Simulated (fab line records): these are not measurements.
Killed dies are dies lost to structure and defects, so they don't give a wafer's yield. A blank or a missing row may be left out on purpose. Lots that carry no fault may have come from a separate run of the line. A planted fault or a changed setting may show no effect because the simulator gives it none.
Which of the tools did it? + flow gf180mcu + 13 lots with 39 wafers sampled at 5 steps, on a route of 602 steps

WHAT THE GAUGES READ, wafer by wafer
GF_VT_IMPLANT_TW_MEAS_21.
| lot  | measured     | on            | VT_IMPLANT_2_TW               |
|------|--------------|---------------|-------------------------------|
| L366 | day 6 11:53  | film_metro-01 | 1234 1233 1233                |
| L367 | day 6 17:55  | film_metro-04 | 1221 1218 1219                |
| L368 | day 7 05:25  | film_metro-01 | 1242 1236 1237                |
| L369 | day 7 15:34  | film_metro-01 | 1239 1230 1238                |
| L370 | day 7 16:17  | film_metro-04 | 1225 1219 1227                |
| L373 | day 8 12:42  | film_metro-03 | 1223 1225 1224                |
| L375 | day 8 22:41  | film_metro-03 | 1219 1231 1225                |
| L376 | day 9 02:14  | film_metro-03 | 1228 1230 1219                |
| L379 | day 10 00:35 | film_metro-04 | 1233 1228 1227                |
| L383 | day 11 00:38 | film_metro-04 | 1176 1201 1208 1178 1203 1208 |
| L384 | day 11 07:19 | film_metro-03 | 1225 1194 1225 1223 1192 1231 |
| L385 | day 11 14:23 | film_metro-01 | 1228 1179 1213 1218 1188 1213 |
| L388 | day 12 13:36 | film_metro-03 | 1223 1226 1218                |

GF_VT_IMPLANT_RS_MEAS_48: measurement is done with a four-point probe.
| lot  | measured     | on            | LVPWELL_RS (ohm/sq) |
|------|--------------|---------------|---------------------|
| L366 | day 7 19:29  | film_metro-02 | 1200 1199 1195      |
| L367 | day 8 01:52  | film_metro-02 | 1191 1190 1190      |
| L368 | day 8 13:23  | film_metro-03 | 1189 1192 1189      |
| L369 | day 9 00:49  | film_metro-03 | 1198 1194 1196      |
| L370 | day 9 02:23  | film_metro-01 | 1201 1198 1200      |
| L373 | day 10 00:33 | film_metro-03 | 1195 1195 1194      |
| L375 | day 10 10:18 | film_metro-03 | 1198 1196 1196      |
| L376 | day 10 14:07 | film_metro-02 | 1201 1201 1197      |
| L379 | day 11 13:19 | film_metro-03 | 1193 1195 1193      |
| L383 | day 12 15:20 | film_metro-02 | 1197 1201 1197      |
| L384 | day 12 22:21 | film_metro-02 | 1191 1195 1192      |
| L385 | day 13 05:37 | film_metro-02 | 1197 1199 1199      |
| L388 | day 14 06:16 | film_metro-01 | 1192 1197 1198      |

GF_VT_IMPLANT_RS_MEAS_49: measurement is done with a four-point probe.
| lot  | measured     | on            | MVPSD_RS (ohm/sq) |
|------|--------------|---------------|-------------------|
| L366 | day 7 19:37  | film_metro-02 | 1169 1166 1170    |
| L367 | day 8 01:59  | film_metro-02 | 1171 1167 1166    |
| L368 | day 8 13:31  | film_metro-03 | 1169 1167 1166    |
| L369 | day 9 00:56  | film_metro-03 | 1166 1169 1168    |
| L370 | day 9 02:31  | film_metro-01 | 1167 1169 1166    |
| L373 | day 10 00:40 | film_metro-03 | 1164 1167 1164    |
| L375 | day 10 10:25 | film_metro-03 | 1165 1165 1166    |
| L376 | day 10 14:14 | film_metro-02 | 1166 1164 1164    |
| L379 | day 11 13:26 | film_metro-03 | 1164 1169 1170    |
| L383 | day 12 15:27 | film_metro-02 | 1166 1162 1164    |
| L384 | day 12 22:28 | film_metro-02 | 1167 1166 1170    |
| L385 | day 13 05:44 | film_metro-02 | 1170 1169 1177    |
| L388 | day 14 06:23 | film_metro-01 | 1163 1164 1167    |

TOOL THAT RAN EACH LOT (tool first, then ch and the chambers of the sampled wafers, then the start)
| lot  | GF_MVPSD_STRIP_10                    | GF_VT_IMPLANT_IMPLANT_19        |
|------|--------------------------------------|---------------------------------|
| L366 | plasma_asher-03 ch 0,1, day 5 06:23  | implanter-04 ch 0, day 6 11:40  |
| L367 | plasma_asher-02 ch 0, day 5 12:25    | implanter-03 ch 0, day 6 17:40  |
| L368 | plasma_asher-03 ch 0,1, day 5 23:25  | implanter-04 ch 0, day 7 05:10  |
| L369 | plasma_asher-02 ch 0,1, day 6 09:08  | implanter-03 ch 0, day 7 15:19  |
| L370 | plasma_asher-01 ch 1, day 6 10:25    | implanter-02 ch 0, day 7 16:02  |
| L373 | plasma_asher-02 ch 0,1, day 7 04:14  | implanter-02 ch 0, day 8 12:27  |
| L375 | plasma_asher-02 ch 1, day 7 13:22    | implanter-03 ch 0, day 8 22:26  |
| L376 | plasma_asher-03 ch 0, day 7 17:13    | implanter-03 ch 0, day 9 02:01  |
| L379 | plasma_asher-03 ch 0,1, day 8 12:43  | implanter-02 ch 0, day 10 00:22 |
| L383 | plasma_asher-03 ch 0,1, day 9 12:54  | implanter-03 ch 0, day 11 00:25 |
| L384 | plasma_asher-01 ch 0,1, day 9 18:36  | implanter-03 ch 0, day 11 07:04 |
| L385 | plasma_asher-03 ch 0,1, day 10 02:00 | implanter-03 ch 0, day 11 14:10 |
| L388 | plasma_asher-02 ch 0,1, day 10 23:33 | implanter-04 ch 0, day 12 13:21 |
- GF_MVPSD_STRIP_10: strips in O2/N2.
- GF_VT_IMPLANT_IMPLANT_19

AS READ BY THE TOOLS THEMSELVES (means over the sampled wafers that have a number; for cases with no such wafer, the mark the record gives instead)
GF_MVPSD_STRIP_10.
| lot  | tool            | drypump_motor_current_A (A) | heater_power_w (W) | o2_flow_sccm (sccm) | oes_product_au (a.u.) | strip_time_to_endpoint_s (s) |
|------|-----------------|-----------------------------|--------------------|---------------------|-----------------------|------------------------------|
| L366 | plasma_asher-03 | 6.0                         | 307                | 3002                | 0.726                 | 36.87                        |
| L367 | plasma_asher-02 | 5.4                         | 376                | 3001                | 0.723                 | 36.97                        |
| L368 | plasma_asher-03 | 6.0                         | 307                | 3000                | 0.725                 | 36.86                        |
| L369 | plasma_asher-02 | 5.5                         | 352                | 3011                | 0.723                 | 36.93                        |
| L370 | plasma_asher-01 | 5.7                         | 290                | 3002                | 0.726                 | 36.89                        |
| L373 | plasma_asher-02 | 5.6                         | 356                | 3004                | 0.719                 | 36.95                        |
| L375 | plasma_asher-02 | 5.8                         | 329                | 3004                | 0.725                 | 36.90                        |
| L376 | plasma_asher-03 | 6.0                         | 315                | 3007                | 0.723                 | 36.93                        |
| L379 | plasma_asher-03 | 5.9                         | 302                | 2994                | 0.722                 | 36.83                        |
| L383 | plasma_asher-03 | 6.0                         | 302                | 2996                | 0.721                 | 36.96                        |
| L384 | plasma_asher-01 | 6.5                         | 332                | 3007                | 0.726                 | 36.93                        |
| L385 | plasma_asher-03 | 6.0                         | 305                | 2990                | 0.718                 | 36.83                        |
| L388 | plasma_asher-02 | 5.5                         | 355                | 2994                | 0.720                 | 36.94                        |

GF_VT_IMPLANT_IMPLANT_19.
| lot  | tool         | beam_energy_keV |
|------|--------------|-----------------|
| L366 | implanter-04 | 100.057         |
| L367 | implanter-03 | 100.011         |
| L368 | implanter-04 | 100.033         |
| L369 | implanter-03 | 100.007         |
| L370 | implanter-02 | 99.980          |
| L373 | implanter-02 | 100.023         |
| L375 | implanter-03 | 99.953          |
| L376 | implanter-03 | 99.992          |
| L379 | implanter-02 | 99.997          |
| L383 | implanter-03 | 100.014         |
| L384 | implanter-03 | 99.991          |
| L385 | implanter-03 | 99.963          |
| L388 | implanter-04 | 99.981          |

THE ANSWER, worked out from the rows above alone
Rule: the lots themselves supply what counts as usual. Put in order of their means at a reading, lots are off if they are a third of the lots or fewer, leave a main group of 4 or more, and stand apart from it by a gap of 3 or more times the standard deviation of the main group's means; of several such gaps the widest counts. Not used: any main group whose means are identical at the precision the tables above print for the reading. A lot without any number at a reading at which 4 lots or more have one is off too. Any other lot the step has rows for is counted as sound. First the gauges in route order, then the tools' own readings, where a lot's mean is used as printed above. At the first step where some lot is off, the reading lying furthest off is the one used; lots without a number count as furthest.
None of the lots is off at any reading shown; this tells nothing.

WHAT THE SIMULATOR HAD INSERTED
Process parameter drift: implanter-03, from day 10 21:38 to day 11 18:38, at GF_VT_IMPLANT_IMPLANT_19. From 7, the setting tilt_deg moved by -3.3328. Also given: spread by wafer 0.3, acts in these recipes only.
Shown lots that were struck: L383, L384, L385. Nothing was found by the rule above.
